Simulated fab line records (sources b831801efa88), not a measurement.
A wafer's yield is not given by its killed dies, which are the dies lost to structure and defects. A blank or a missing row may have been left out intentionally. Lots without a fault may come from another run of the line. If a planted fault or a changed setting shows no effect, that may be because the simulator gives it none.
fab line records	flow sky130
[record] lots = 5	wafers = 15	lastDay = 50
route steps=708 shown VIA4@653 METAL5@661 PAD_OPEN@708
lots that met no fault: from a run of the same line without faults
startH: the number of hours between the record's first day and the start of the first shown wafer of the lot	waitH: hours elapsed since this lot's preceding step	" identical to the entry in the row above	L1.1+2: several wafers, shown together as one row	- value missing, or start not given	* or withheld: withheld	< > ~ a bound
route shown NAME@n: a module of which the file shows steps, and the number in the route of the first	usual: mean/standard deviation of fault-free wafers	same: alike in all rows	chamber/n: place in a boat	sites: the reading at each site	_std_site: the values' standard deviation	_edge_site: mean of outer sites minus mean of inner sites	radiusMm: how far each site lies from the wafer's centre	mask NAME#n: copy n	behind: the last tool/chamber to shape the wafer	hold: why the lot went on hold/how many hours it stayed there/how the hold came to an end	device: which transistor (n, p or np) failed to switch	end of line: tests of these same wafers at the route's end	for a step that has no rows: nothing shown but its recipe	killed: not the wafer's yield, but the dies lost to structure and defects at the first sort	map: the dies of a wafer, with x for killed, . for not killed, _ for no die there
set.NAME: the setting that was run; set.NAME@STEP: the one run at that earlier step	model.NAME: the simulator's own value behind a step, which no gauge read
a table for each step, a row for each wafer; lots at some steps of the route
services: when a tool's chamber went out of use (startH, in hours from the record's first day, below 0 if earlier), for how many hours, and the reason
[[steps]]
[step SKY_VIA4_STRIP_14]
[recipe] chemistry = postEtchResidueRemover	timeS = 1200	tempC = 72.5
[step SKY_VIA4_CLEAN_15]
[recipe] chemistry = IPA	timeS = 180	tempC = 25
[step SKY_VIA4_CLEAN_16]
[recipe] chemistry = O3/DIW	dry = n2Spin
[step SKY_VIA4_SPUTTER_17]
[recipe] material = TiN	targetThkNm = 20	chamberPressurePa = 5	powerW = 4000	timeS = 80
[step SKY_VIA4_CVD_18]
[recipe] material = W	targetThkNm = 505	timeS = 152.14	tempC = 400	pressureTorr = 40
[step SKY_VIA4_RS_MEAS_19]
[recipe] thkMeasGauge = four-point-probe	reads = W_of_VIA4_CVD_18+TiN_of_VIA4_SPUTTER_17
[usual] VIA4_W_RS = 0.2274/0.0023
lot.wafer	tool	chamber	startH	waitH	VIA4_W_RS[ohm/sq]
L152.1	filmMetro-02	-	1027.35	0.1	0.2272
L152.4	"	-	"	"	0.2253
L152.5	"	-	"	"	0.2277
L158.1	filmMetro-04	-	1058.72	0.1	0.2299
L158.3	"	-	"	"	0.2292
L158.5	"	-	"	"	0.2285
L164.1	filmMetro-03	-	1090.52	0.1	0.2228
L164.3	"	-	"	"	0.2248
L164.5	"	-	"	"	0.2224
L173.2	filmMetro-02	-	1143.28	0.2	0.2259
L173.4	"	-	"	"	0.2272
L173.6	"	-	"	"	0.2293
L174.1	filmMetro-03	-	1147.81	0.1	0.2239
L174.5	"	-	"	"	0.2306
L174.6	"	-	"	"	0.2237
[step SKY_VIA4_THK_MEAS_20]
[recipe] thkMeasGauge = xrf	reads = W_of_VIA4_CVD_18
[usual] VIA4_W_THK = 528/8.6
lot.wafer	tool	chamber	startH	waitH	VIA4_W_THK[nm]
L152.1	filmMetro-02	-	1027.47	0.1	525
L152.4	"	-	"	"	526
L152.5	"	-	"	"	520
L158.1	filmMetro-04	-	1058.84	0.1	523
L158.3	"	-	"	"	524
L158.5	"	-	"	"	518
L164.1	filmMetro-03	-	1090.64	0.1	543
L164.3	"	-	"	"	537
L164.5	"	-	"	"	543
L173.2	filmMetro-02	-	1143.39	0.1	527
L173.4	"	-	"	"	527
L173.6	"	-	"	"	519
L174.1	filmMetro-03	-	1147.93	0.1	541
L174.5	"	-	"	"	522
L174.6	"	-	"	"	541
[step SKY_VIA4_CMP_21]
[recipe] stopOn = SiO2	tOverpolishS = 25	downForcePsi = 3.5	platenRpm = 60	targetThkNm = 0	padVelocityMS = 0.94248
[usual] edgeZonePressureFrac = 1.000/0.0048	motorCurrentA = 11.2/1.1	overpolishRunS = 25.000/0.0099	platenRpm = 60.00/0.044	slurryFlowMlMin = 150.0/0.45	timeToEndpointS = 125/7.2
lot.wafer	tool	chamber	startH	waitH	edgeZonePressureFrac	motorCurrentA	overpolishRunS	platenRpm	slurryFlowMlMin	timeToEndpointS
L152.4	cmp-01	0	1027.58	0.1	1.001	12.0	25.012	59.98	149.7	131
L152.1	"	1	"	"	1.000	12.2	24.982	60.04	150.0	126
L152.5	"	3	"	"	1.006	12.0	24.988	60.02	150.1	114
L158.3	cmp-01	0	1059.00	0.1	1.002	11.5	25.008	60.04	150.2	131
L158.1	"	1	"	"	1.002	11.3	24.994	59.96	149.9	128
L158.5	"	3	"	"	0.999	12.7	25.007	60.01	149.6	118
L164.1	cmp-01	3	1090.80	0.1	0.996	12.3	24.989	60.01	149.9	121
L164.3	"	0	"	"	0.999	12.4	25.016	60.02	149.7	130
L164.5	"	1	"	"	1.005	12.1	24.998	60.02	150.1	125
L173.4	cmp-02	3	1143.44	0.0	0.999	9.2	24.970	60.07	149.8	127
L173.2	"	0	"	"	0.999	12.4	24.989	59.93	149.4	111
L173.6	"	0	"	"	0.993	12.1	25.011	59.94	150.8	109
L174.1	cmp-01	1	1148.14	0.2	1.005	11.5	25.014	59.99	150.4	126
L174.5	"	2	"	"	0.990	11.7	25.015	59.90	149.2	131
L174.6	"	3	"	"	1.000	12.5	25.004	59.92	150.3	117
[step SKY_METAL5_SPUTTER_00]
[recipe] material = Ti	targetThkNm = 15	powerW = 3000	timeS = 10	chamberPressurePa = 0.4
[step SKY_METAL5_SPUTTER_01]
[recipe] material = TiN	targetThkNm = 20	powerW = 6500	timeS = 16.7	chamberPressurePa = 0.4
[step SKY_METAL5_SPUTTER_02]
[recipe] material = AlCu	targetThkNm = 1150	powerW = 10600	timeS = 61.2	chamberPressurePa = 0.4
[usual] throttleValvePct = 29.8/1
lot.wafer	tool	chamber	startH	waitH	throttleValvePct
L152.1	pvdSputter-04	-	1027.88	0.0	30.2
L152.4	"	-	"	"	28.5
L152.5	"	-	"	"	28.4
L158.1	pvdSputter-03	-	1059.25	0.0	29.5
L158.3	"	-	"	"	29.5
L158.5	"	-	"	"	31.4
L164.1	pvdSputter-04	-	1091.05	0.0	28.5
L164.3	"	-	"	"	30.4
L164.5	"	-	"	"	30.3
L173.2	pvdSputter-04	-	1143.79	0.0	30.4
L173.4	"	-	"	"	30.1
L173.6	"	-	"	"	30.2
L174.1	pvdSputter-01	-	1148.34	0.0	29.8
L174.5	"	-	"	"	28.4
L174.6	"	-	"	"	29.8
[step SKY_METAL5_SPUTTER_03]
[recipe] material = Ti	targetThkNm = 5	powerW = 3000	timeS = 3.3	chamberPressurePa = 0.4
[usual] throttleValvePct = 29.9/1.1
lot.wafer	tool	chamber	startH	waitH	throttleValvePct
L152.1	pvdSputter-04	-	1027.93	0.0	30.3
L152.4	"	-	"	"	28.4
L152.5	"	-	"	"	28.7
L158.1	pvdSputter-03	-	1059.30	0.0	29.6
L158.3	"	-	"	"	29.6
L158.5	"	-	"	"	31.4
L164.1	pvdSputter-04	-	1091.10	0.0	28.5
L164.3	"	-	"	"	30.1
L164.5	"	-	"	"	30.4
L173.2	pvdSputter-04	-	1143.84	0.0	30.5
L173.4	"	-	"	"	30.1
L173.6	"	-	"	"	30.3
L174.1	pvdSputter-01	-	1148.39	0.0	30.0
L174.5	"	-	"	"	28.5
L174.6	"	-	"	"	29.8
[step SKY_METAL5_SPUTTER_04]
[recipe] material = TiN	targetThkNm = 70	powerW = 6500	timeS = 58.3	chamberPressurePa = 0.4
[usual] throttleValvePct = 29.8/1.1
lot.wafer	tool	chamber	startH	waitH	throttleValvePct	model.TiN_of_METAL5_SPUTTER_04.thkNm
L152.1	pvdSputter-04	-	1027.94	0.0	30.2	70.49
L152.4	"	-	"	"	28.3	69.69
L152.5	"	-	"	"	28.2	69.88
L158.1	pvdSputter-03	-	1059.32	0.0	29.7	69.68
L158.3	"	-	"	"	29.4	70.5
L158.5	"	-	"	"	31.3	67.52
L164.1	pvdSputter-04	-	1091.12	0.0	28.5	69.39
L164.3	"	-	"	"	30.1	70.98
L164.5	"	-	"	"	30.0	71.17
L173.2	pvdSputter-04	-	1143.86	0.0	30.5	70.03
L173.4	"	-	"	"	30.2	65.46
L173.6	"	-	"	"	30.5	71.67
L174.1	pvdSputter-01	-	1148.40	0.0	30.1	69.14
L174.5	"	-	"	"	28.5	69.9
L174.6	"	-	"	"	30.2	69.3
[step SKY_METAL5_RS_MEAS_05]
[recipe] thkMeasGauge = four-point-probe	reads = TiN_of_METAL5_SPUTTER_04+Ti_of_METAL5_SPUTTER_03+AlCu_of_METAL5_SPUTTER_02+TiN_of_METAL5_SPUTTER_01+Ti_of_METAL5_SPUTTER_00
[usual] METAL5_ALCU_RS = 0.0270/0.0004
lot.wafer	tool	chamber	startH	waitH	METAL5_ALCU_RS[ohm/sq]
L152.1	filmMetro-02	-	1027.99	0.0	0.0274
L152.4	"	-	"	"	0.0272
L152.5	"	-	"	"	0.0272
L158.1	filmMetro-03	-	1059.37	0.0	0.0267
L158.3	"	-	"	"	0.0266
L158.5	"	-	"	"	0.0264
L164.1	filmMetro-02	-	1091.17	0.0	0.0279
L164.3	"	-	"	"	0.0266
L164.5	"	-	"	"	0.0269
L173.2	filmMetro-03	-	1143.93	0.0	0.0270
L173.4	"	-	"	"	0.0264
L173.6	"	-	"	"	0.0264
L174.1	filmMetro-01	-	1148.45	0.0	0.0268
L174.5	"	-	"	"	0.0268
L174.6	"	-	"	"	0.0266
[step SKY_METAL5_THK_MEAS_06]
[recipe] thkMeasGauge = xrf	reads = AlCu_of_METAL5_SPUTTER_02
[usual] METAL5_ALCU_THK = 1148/19
lot.wafer	tool	chamber	startH	waitH	METAL5_ALCU_THK[nm]
L152.1	filmMetro-02	-	1028.11	0.1	1138
L152.4	"	-	"	"	1149
L152.5	"	-	"	"	1144
L158.1	filmMetro-03	-	1059.49	0.1	1154
L158.3	"	-	"	"	1151
L158.5	"	-	"	"	1172
L164.1	filmMetro-02	-	1091.29	0.1	1122
L164.3	"	-	"	"	1165
L164.5	"	-	"	"	1147
L173.2	filmMetro-03	-	1144.04	0.1	1149
L173.4	"	-	"	"	1180
L173.6	"	-	"	"	1160
L174.1	filmMetro-01	-	1148.57	0.1	1169
L174.5	"	-	"	"	1173
L174.6	"	-	"	"	1168
[step SKY_METAL5_DEHYDRATE_07]
[recipe] tempC = 200	timeS = 60
[step SKY_METAL5_HMDS_08]
[recipe] primeTimeS = 60	primeTempC = 120
[step SKY_METAL5_COAT_09]
[recipe] resist = NOVOLAK	spinRpm = 3000	resistThkNm = 1800
[step SKY_METAL5_SOFTBAKE_10]
[recipe] tempC = 90	timeS = 60	resist = NOVOLAK
[step SKY_METAL5_EXPOSE_11]
[recipe] maskId = MM5	na = 0.6	sourceShape = conventional	sigmaOuter = 0.6	polarization = unpolarized	targetCdNm = 1600	doseMj = 190
[step SKY_METAL5_PEB_12]
[recipe] tempC = withheld	timeS = *	resist = NOVOLAK
[step SKY_METAL5_DEVELOP_13]
[recipe] resist = NOVOLAK	developer = TMAH	developTimeS = 60	devTempC = 23
[step SKY_METAL5_DESCUM_14]
[recipe] chemistry = O2	sourcePowerW = 150	biasPowerW = 0	pressureMtorr = 10	tempC = 40	timeS = 11
[step SKY_METAL5_METAL_ETCH_15]
[recipe] targetDepthA = 12600	stopOn = SiO2	overEtchFrac = 0.2	timeS = 252	chemistry = Cl2/BCl3	resistSidewallDeg = 86	pressureMtorr = 10	icpW = 900	biasW = 48.5	Cl2_flow_sccm = 60	bcl3FlowSccm = 30
[usual] drypumpMotorCurrentA = 5.9/0.37	oesProductAu = 0.893/0.0057	throttleValvePct = 22.263/0.009
lot.wafer	tool	chamber	startH	waitH	drypumpMotorCurrentA	oesProductAu	rfHoursCounterH	throttleValvePct
L152.1	rieMetal-04	1	1050.76	0.0	5.7	0.907	15	22.270
L152.4	"	1	"	"	5.7	0.903	-	22.247
L152.5	"	1	"	"	5.7	0.889	-	22.274
L158.1	rieMetal-02	1	1081.74	0.0	5.8	0.899	11	22.279
L158.3	"	0	"	"	5.8	0.887	-	22.264
L158.5	"	0	"	"	5.8	0.888	-	22.267
L164.1	rieMetal-02	1	1111.45	0.0	5.8	0.882	13	22.267
L164.3	"	0	"	"	5.8	0.896	-	22.295
L164.5	"	0	"	"	5.8	0.895	-	22.270
L173.2	rieMetal-04	0	1162.46	0.0	6.5	0.895	18	22.261
L173.4	"	1	"	"	5.7	0.892	-	22.271
L173.6	"	0	"	"	6.5	0.881	-	22.257
L174.1	rieMetal-02	0	1166.14	0.0	5.8	0.890	27	22.260
L174.5	"	0	"	"	5.8	0.891	-	22.253
L174.6	"	1	"	"	5.8	0.894	-	22.253
[step SKY_METAL5_STRIP_16]
[recipe] chemistry = O2/N2	powerW = 1400	pressureMtorr = 1500	platenTempC = withheld	o2FlowSccm = 3000	n2FlowSccm = 300	overashFraction = 0.5
[usual] drypumpMotorCurrentA = 6.1/0.38	oesProductAu = 0.710/0.0046	stripTimeToEndpointS = 13.08/0.12
[same] overashFraction = 0.5
lot.wafer	tool	chamber	startH	waitH	drypumpMotorCurrentA	oesProductAu	rfHoursCounterH	stripTimeToEndpointS
L152.1	plasmaAsher-03	0	1051.00	0.2	6.3	0.716	120	12.98
L152.4	"	0	"	"	6.3	0.715	-	12.97
L152.5	"	0	"	"	6.3	0.709	-	12.92
L158.1	plasmaAsher-03	0	1081.98	0.2	6.2	0.718	2	13.12
L158.3	"	1	"	"	6.5	0.704	-	12.87
L158.5	"	1	"	"	6.5	0.709	-	12.99
L164.1	plasmaAsher-02	0	1111.68	0.2	5.7	0.713	72	13.03
L164.3	"	0	"	"	5.7	0.710	-	13.14
L164.5	"	1	"	"	6.1	0.703	-	13.19
L173.2	plasmaAsher-04	0	1162.70	0.2	6.3	0.712	36	13.18
L173.4	"	1	"	"	5.2	0.710	-	13.03
L173.6	"	1	"	"	5.2	0.708	-	13.13
L174.1	plasmaAsher-03	1	1166.38	0.2	6.5	0.710	11	13.14
L174.5	"	0	"	"	6.3	0.703	-	13.09
L174.6	"	1	"	"	6.5	0.709	-	13.17
[step SKY_METAL5_STRIP_17]
[recipe] chemistry = postEtchResidueRemover	timeS = 1200	tempC = 72.5
[usual] bathGuardTempC = 72.4/0.39
lot.wafer	tool	chamber	startH	waitH	bathGuardTempC	model.TiN_of_METAL5_SPUTTER_04.thkNm
L152.1	wetBench-03	2	1051.10	0.1	72.5	70.07
L152.4	"	2	"	"	72.6	69.27
L152.5	"	2	"	"	72.8	69.46
L158.1	wetBench-02	3	1082.08	0.1	71.7	69.26
L158.3	"	3	"	"	71.9	70.08
L158.5	"	3	"	"	72.0	67.1
L164.1	wetBench-02	0	1111.78	0.1	71.9	68.97
L164.3	"	0	"	"	72.1	70.56
L164.5	"	0	"	"	72.1	70.75
L173.2	wetBench-02	1	1162.80	0.1	72.0	69.61
L173.4	"	1	"	"	72.3	65.04
L173.6	"	1	"	"	72.4	71.24
L174.1	wetBench-03	2	1166.48	0.1	72.3	68.72
L174.5	"	2	"	"	72.5	69.48
L174.6	"	2	"	"	73.0	68.88
[step SKY_METAL5_CLEAN_18]
[recipe] chemistry = IPA	timeS = 180	tempC = 25
[step SKY_PAD_OPEN_PROBE_99]
[usual] defectLimitedYield = 82.4/2	killed_at_M0_to_M3 = 43/6.7	killed_at_M4_up = 3.2/2.1	killedAtContacts = 25/5.9	killedAtFrontEnd = 16/4.7	killedAtOther = 0.3/0.54	killedDies = 87/9.8	killedOnRim = 17/3.7	killedOpen = 47/6.7	killedShort = 40/6.5	sort_bin_3_pad_short = 0.9/0.45	sort_bin_5_function = 10.5/1.5	sort_bin_6_memory = 6.2/1.2	sortNPass = 405/9.8	sortYieldPct = 82.4/2
[same] grossDies = 492	killedAtBackSide = 0	sort_bin_4_leakage[%] = 0	sort_bin_8_speed[%] = 0
lot.wafer	tool	chamber	startH	waitH	defectLimitedYield[%]	killed_at_M0_to_M3	killed_at_M4_up	killedAtContacts	killedAtFrontEnd	killedAtOther	killedDies	killedOnRim	killedOpen	killedShort	sort_bin_3_pad_short[%]	sort_bin_5_function[%]	sort_bin_6_memory[%]	sortNPass	sortYieldPct[%]
L152.1	prober-01	-	1096.91	0.1	78.7	54	0	36	15	0	105	20	58	46	0.6	12.6	8.1	387	78.7
L152.4	prober-01	-	1097.06	0.2	79.5	46	4	28	23	0	101	19	47	54	1.2	13.4	5.9	391	79.5
L152.5	prober-01	-	1097.11	0.2	77.6	53	2	30	25	0	110	17	49	59	1.2	14.0	7.1	382	77.6
L158.1	prober-01	-	1126.71	0.1	85.8	37	2	18	13	0	70	19	33	36	0	7.5	6.7	422	85.8
L158.3	prober-01	-	1126.81	0.2	82.5	40	3	22	20	1	86	18	39	45	1.2	11.2	5.1	406	82.5
L158.5	prober-01	-	1126.91	0.2	83.7	45	3	22	10	0	80	17	44	34	0.8	10.6	4.9	412	83.7
L164.1	prober-01	-	1153.70	0.1	82.5	48	0	17	19	2	86	16	50	34	1.0	10.2	6.3	406	82.5
L164.3	prober-01	-	1153.80	0.2	80.5	55	3	28	10	0	96	20	55	41	0.6	9.6	9.3	396	80.5
L164.5	prober-01	-	1153.90	0.2	85.4	35	2	26	8	1	72	22	34	36	0.8	7.5	6.3	420	85.4
L173.2	prober-02	-	1199.00	0.1	79.1	59	2	32	10	0	103	21	56	47	0.2	12.8	7.9	389	79.1
L173.4	prober-02	-	1199.10	0.2	85.6	28	0	27	14	2	71	11	35	36	1.0	7.7	5.7	421	85.6
L173.6	prober-02	-	1199.20	0.2	81.5	37	3	25	25	1	91	18	52	39	1.2	11.0	6.3	401	81.5
L174.1	prober-01	-	1201.83	0.1	81.1	50	3	24	16	0	93	16	55	37	0.8	9.6	8.5	399	81.1
L174.5	prober-01	-	1202.03	0.2	81.7	42	1	29	18	0	90	15	52	38	0	9.3	8.9	402	81.7
L174.6	prober-01	-	1202.08	0.2	85.4	42	1	17	12	0	72	10	44	28	0.2	10.0	4.5	420	85.4
// killed by level:class
L152.1 LI_CONTACT:geometricParticle:open=9 CONTACT:geometricParticle:open=9 VIA1:geometricParticle:open=9 VIA2:geometricParticle:open=9 VIA3:geometricParticle:open=9 CONTACT:geometricParticle:short=8 LI_CONTACT:geometricParticle:short=6 METAL1:geometricParticle:short=6
L152.4 VIA3:geometricParticle:open=9 METAL2:geometricParticle:short=9 LI_CONTACT:geometricParticle:open=8 LI_CONTACT:geometricParticle:short=7 VIA1:geometricParticle:open=7 CONTACT:geometricParticle:open=6 VIA1:geometricParticle:short=6 METAL3:geometricParticle:short=6
L152.5 METAL1:geometricParticle:short=12 VIA2:geometricParticle:open=9 LI_CONTACT:geometricParticle:open=9 METAL2:geometricParticle:short=9 CONTACT:geometricParticle:open=8 LI_CONTACT:geometricParticle:short=8 POLY_GATE:geometricParticle:open=7 POLY_GATE:geometricParticle:short=7
L158.1 VIA1:geometricParticle:open=9 CONTACT:geometricParticle:open=6 VIA1:geometricParticle:short=6 VIA2:geometricParticle:open=6 POLY_GATE:geometricParticle:open=4 CONTACT:geometricParticle:short=4 METAL1:geometricParticle:short=4 VIA2:geometricParticle:short=4
L158.3 VIA1:geometricParticle:short=9 POLY_GATE:geometricParticle:short=8 CONTACT:geometricParticle:open=8 POLY_GATE:geometricParticle:open=5 LOCAL_INTERCONNECT:geometricParticle:short=5 VIA1:geometricParticle:open=5 VIA2:geometricParticle:open=4 METAL1:geometricParticle:short=4
L158.5 LI_CONTACT:geometricParticle:open=10 METAL2:geometricParticle:short=9 CONTACT:geometricParticle:open=8 VIA3:geometricParticle:open=8 VIA1:geometricParticle:open=6 METAL3:geometricParticle:short=4 METAL1:geometricParticle:short=3 VIA1:geometricParticle:short=3
L164.1 VIA1:geometricParticle:open=15 VIA2:geometricParticle:open=8 VIA3:geometricParticle:short=6 FIELD_ISO:geometricParticle:open=5 CONTACT:geometricParticle:open=5 VIA3:geometricParticle:open=5 CONTACT:geometricParticle:short=4 VIA2:geometricParticle:short=4
L164.3 CONTACT:geometricParticle:open=12 VIA1:geometricParticle:open=11 VIA2:geometricParticle:open=10 LI_CONTACT:geometricParticle:open=8 METAL1:geometricParticle:short=8 VIA3:geometricParticle:open=6 VIA1:geometricParticle:short=5 POLY_GATE:geometricParticle:short=4
L164.5 CONTACT:geometricParticle:open=8 LOCAL_INTERCONNECT:geometricParticle:short=7 VIA1:geometricParticle:open=7 VIA2:geometricParticle:short=6 LI_CONTACT:geometricParticle:open=5 VIA2:geometricParticle:open=4 METAL1:geometricParticle:short=4 VIA1:geometricParticle:short=4
L173.2 VIA1:geometricParticle:open=16 LI_CONTACT:geometricParticle:open=10 CONTACT:geometricParticle:open=10 VIA2:geometricParticle:open=9 METAL2:geometricParticle:short=6 CONTACT:geometricParticle:short=5 METAL1:geometricParticle:short=5 VIA1:geometricParticle:short=5
L173.4 VIA1:geometricParticle:open=10 CONTACT:geometricParticle:open=8 POLY_GATE:geometricParticle:open=5 CONTACT:geometricParticle:short=5 VIA1:geometricParticle:short=5 FIELD_ISO:geometricParticle:short=4 POLY_GATE:geometricParticle:short=4 LI_CONTACT:geometricParticle:open=4
L173.6 LI_CONTACT:geometricParticle:open=11 VIA1:geometricParticle:open=8 VIA2:geometricParticle:open=8 POLY_GATE:geometricParticle:short=7 POLY_GATE:geometricParticle:open=5 VIA1:geometricParticle:short=5 LOCAL_INTERCONNECT:geometricParticle:short=5 CONTACT:geometricParticle:open=5
L174.1 VIA1:geometricParticle:open=17 CONTACT:geometricParticle:open=9 FIELD_ISO:geometricParticle:short=7 VIA2:geometricParticle:open=7 LI_CONTACT:geometricParticle:open=6 VIA3:geometricParticle:open=6 VIA1:geometricParticle:short=5 METAL2:geometricParticle:short=5
L174.5 CONTACT:geometricParticle:open=10 POLY_GATE:geometricParticle:open=9 VIA1:geometricParticle:open=9 LI_CONTACT:geometricParticle:open=7 METAL1:geometricParticle:short=7 LOCAL_INTERCONNECT:geometricParticle:short=6 METAL2:geometricParticle:short=6 VIA2:geometricParticle:open=5
L174.6 VIA1:geometricParticle:open=11 LI_CONTACT:geometricParticle:open=8 VIA3:geometricParticle:open=8 CONTACT:geometricParticle:open=5 VIA1:geometricParticle:short=5 POLY_GATE:geometricParticle:short=4 VIA2:geometricParticle:open=3 METAL2:geometricParticle:open=3
[[services]]
tool	chamber	startH	hours	kind
cmp-02	-	1011.35	2.3	repair
pvdSputter-03	-	1019.12	0.8	repair
rieMetal-04	-	1040.55	1.4	pm
plasmaAsher-03	-	1055.25	9.0	pm
plasmaAsher-03	0	1055.25	9.0	ventCycle
plasmaAsher-03	1	1055.25	9.0	ventCycle
rieMetal-04	-	1056.39	3.9	repair
pvdSputter-01	-	1058.37	2.1	repair
plasmaAsher-03	0	1064.25	-	clean
plasmaAsher-03	1	1064.25	-	clean
cmp-02	-	1082.50	4.4	repair
plasmaAsher-04	-	1082.61	2.8	pm
cmp-02	-	1086.86	4.0	pm
cmp-02	-	1089.75	0.6	repair
cmp-02	-	1090.86	-	consumableReplace:conditioner
plasmaAsher-02	-	1102.77	4.1	repair
cmp-01	-	1103.30	4.3	pm
pvdSputter-03	-	1110.52	2.7	repair
plasmaAsher-02	-	1110.62	1.0	repair
cmp-02	-	1116.03	5.3	pm
plasmaAsher-04	-	1120.33	13.0	repair
rieMetal-04	-	1143.88	0.8	repair
rieMetal-04	-	1147.74	0.8	repair
pvdSputter-03	-	1150.28	1.6	repair
[[key]]
firstSign none at tools or gauges
[modelEffect] step = SKY_METAL5_SPUTTER_04	value = TiN_of_METAL5_SPUTTER_04.thkNm	without = 71.69	struck = 65.46
[modelEffect] step = SKY_METAL5_STRIP_17	value = TiN_of_METAL5_SPUTTER_04.thkNm	without = 71.27	struck = 65.04
metAt SKY_METAL5_SPUTTER_04
struckWafers L173.4
onsetBetween 1091.12 1143.86
[fault] kind = processParameterDrift	tool = pvdSputter-04	chamber = -	onsetH = 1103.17	steps = SKY_METAL5_SPUTTER_04	channel = timeS	offset = *	shape = step	endH = 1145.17	scope = struckWafersOnly	actsIn = *	stated = *
